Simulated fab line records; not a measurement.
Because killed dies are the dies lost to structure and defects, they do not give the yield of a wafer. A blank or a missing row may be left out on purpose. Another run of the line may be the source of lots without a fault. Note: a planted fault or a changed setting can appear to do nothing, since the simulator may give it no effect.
Comparing a struck lot with a sound one | flow sky130 | 26 steps out of a route of 708
Sound: wafers L216.1, L216.3, L216.6. Struck: wafer L214.4 (left out: L214.5, a lot-mate that was not struck); the cause follows at the end.
For every step that has rows: the tool of each side, followed by ch and its chambers, followed by its first start. Under that, the readings that differ: sound wafers | struck wafers | difference of the means | sigmas: that difference in standard deviations of wafers without a fault.
alike: readings whose means differ by less than 2 such deviations, and words and numbers that are the same on both sides. not compared: withheld readings, readings that some wafer has no value for, bounds like >300 that may hide the same value, and numbers for which the record gives no deviation and whose values overlap.
Wherever a step has rows on one side only, a row that says differs or no value, or a row with sigmas, the two part there. When numbers do not overlap yet have no deviation, they are printed without sigmas and do not part them. Lack of a reading on every wafer of one side parts them only where that side has two or more wafers.

SKY_LOCAL_INTERCONNECT_STRIP_15: strips in O2/N2.
  sound on plasma asher-02 ch 0,1, day 37 13:44; struck on plasma asher-01 ch 1, day 36 21:49
  alike: drypump motor current A, n2 flow sccm, oes product au, strip time to endpoint s
  not compared: rf hours counter h
then, 3 steps without rows for these wafers: SKY_LOCAL_INTERCONNECT_STRIP_16 (strips in post etch residue remover, time 1200 s); SKY_LOCAL_INTERCONNECT_CLEAN_17 (cleans in IPA, time 180 s); SKY_LOCAL_INTERCONNECT_CLEAN_18 (cleans in O3/DIW).
SKY_CONTACT_CVD_00: deposits Si3N4, target thk 75 nm.
  sound on pecvd-04 ch 0,1, day 37 14:20; struck on pecvd-01 ch 1, day 36 22:23
  reading            | sound       | struck | difference | sigmas
  heater power w (W) | 602 680 614 | 821    | +189       | +2
SKY_CONTACT_THK_MEAS_01:
  sound on film metro-04, day 37 14:23; struck on film metro-04, day 36 22:26
  alike: CONTACT_CVD_00_THK
then, 1 step without rows for these wafers: SKY_CONTACT_HDPCVD_02 (deposits SiO2, target thk 565 nm, time 94.2 s).
SKY_CONTACT_THK_MEAS_03:
  sound on film metro-02, day 37 14:31; struck on film metro-01, day 36 22:34
  alike: CONTACT_HDPCVD_THK
SKY_CONTACT_CMP_04: polishes SiO2.
  sound on cmp-02 ch 0,1,3, day 37 14:40; struck on cmp-02 ch 1, day 36 22:35
  alike: motor current A, time to endpoint s
SKY_CONTACT_BOW_MEAS_05:
  sound on film metro-04, day 37 14:52; struck on film metro-04, day 36 22:57
  alike: CONTACT_BOW
then, 2 steps without rows for these wafers: SKY_CONTACT_DEHYDRATE_06 (time 60 s); SKY_CONTACT_HMDS_07 (prime time 60 s).
SKY_CONTACT_COAT_08: resist thk 60 nm.
  sound on litho track-04 ch 0, day 38 03:48; struck on litho track-02 ch 0, day 37 11:23
  not compared: resist line temp C
then, 5 steps without rows for these wafers: SKY_CONTACT_COAT_09 (resist thk 450 nm); SKY_CONTACT_SOFTBAKE_10 (time 90 s); SKY_CONTACT_EXPOSE_11 (exposes mask CTM1, target cd 170 nm); SKY_CONTACT_PEB_12; SKY_CONTACT_DEVELOP_13 (develop time 60 s).
SKY_CONTACT_CD_MEAS_14: the cd target is 170 nm.
  sound on cd sem-01, day 38 16:52; struck on cd sem-01, day 38 00:41
  alike: cd nm
SKY_CONTACT_OVL_MEAS_15:
  sound on overlay-02, day 38 16:59; struck on overlay-02, day 38 00:46
  alike: CONTACT_OVL
SKY_CONTACT_ETCH_16: etches BARC in N2/H2, stops on SiO2, time 45.9 s, target depth 60 nm.
  sound on rie diel-04 ch 0,3, day 38 17:01; struck on rie diel-04 ch 2, day 38 00:47
  reading                  | sound             | struck | difference | sigmas
  oes product au (a.u.)    | 0.860 0.857 0.856 | 0.953  | +0.095     | +21
  model.etch.depth nm (nm) | 60.23 59.92 60    | 73.04  | +12.99     |
  alike: drypump motor current A, n2 flow sccm, throttle valve pct
  not compared: rf hours counter h
SKY_CONTACT_ETCH_17: etches SiO2 in C4F8/O2/Ar, stops on Si3N4, target depth 340 nm.
  sound on rie diel-04 ch 0,3, day 38 17:03; struck on rie diel-04 ch 2, day 38 00:49
  alike: oes product au
SKY_CONTACT_ETCH_18: etches Si3N4 in CHF3/O2, stops on TiN, time 39 s, target depth 75 nm.
  sound: rie diel-04 ch 0,3; struck: rie diel-04 ch 2
  alike: drypump motor current A, oes product au, throttle valve pct
  not compared: rf hours counter h
SKY_CONTACT_STRIP_19: strips in O2/N2.
  sound on plasma asher-02 ch 0,1, day 38 17:08; struck on plasma asher-03 ch 0, day 38 00:56
  reading                      | sound             | struck | difference | sigmas
  n2 flow sccm (sccm)          | 300.9 300.5 301.1 | 298.6  | -2.2       | -2
  strip time to endpoint s (s) | 3.62 3.60 3.63    | 3.71   | +0.09      | +3
  alike: drypump motor current A, oes product au
  not compared: rf hours counter h
then, 1 step without rows for these wafers: SKY_CONTACT_STRIP_20 (strips in post etch residue remover, time 1200 s).
-- the record jumps here: 12 days lie between the struck wafers' starts before and after (it left off in module CONTACT and takes up again in module PAD_OPEN, whose first step shown is number 708 of the route) --
SKY_PAD_OPEN_PROBE_99:
  sound on prober-01, day 51 02:50; struck on prober-01, day 50 12:23
  alike: killed_at_M0_to_M3, killed_at_M4_up, killed at contacts, killed at front end, killed at other, killed dies, killed open, killed short

## WHERE THEY PART
First at SKY_CONTACT_CVD_00; last, within this record, at SKY_CONTACT_STRIP_19. Later steps at which nothing parts them and some readings are alike: SKY_PAD_OPEN_PROBE_99.

WHY: what had been put in by the simulator
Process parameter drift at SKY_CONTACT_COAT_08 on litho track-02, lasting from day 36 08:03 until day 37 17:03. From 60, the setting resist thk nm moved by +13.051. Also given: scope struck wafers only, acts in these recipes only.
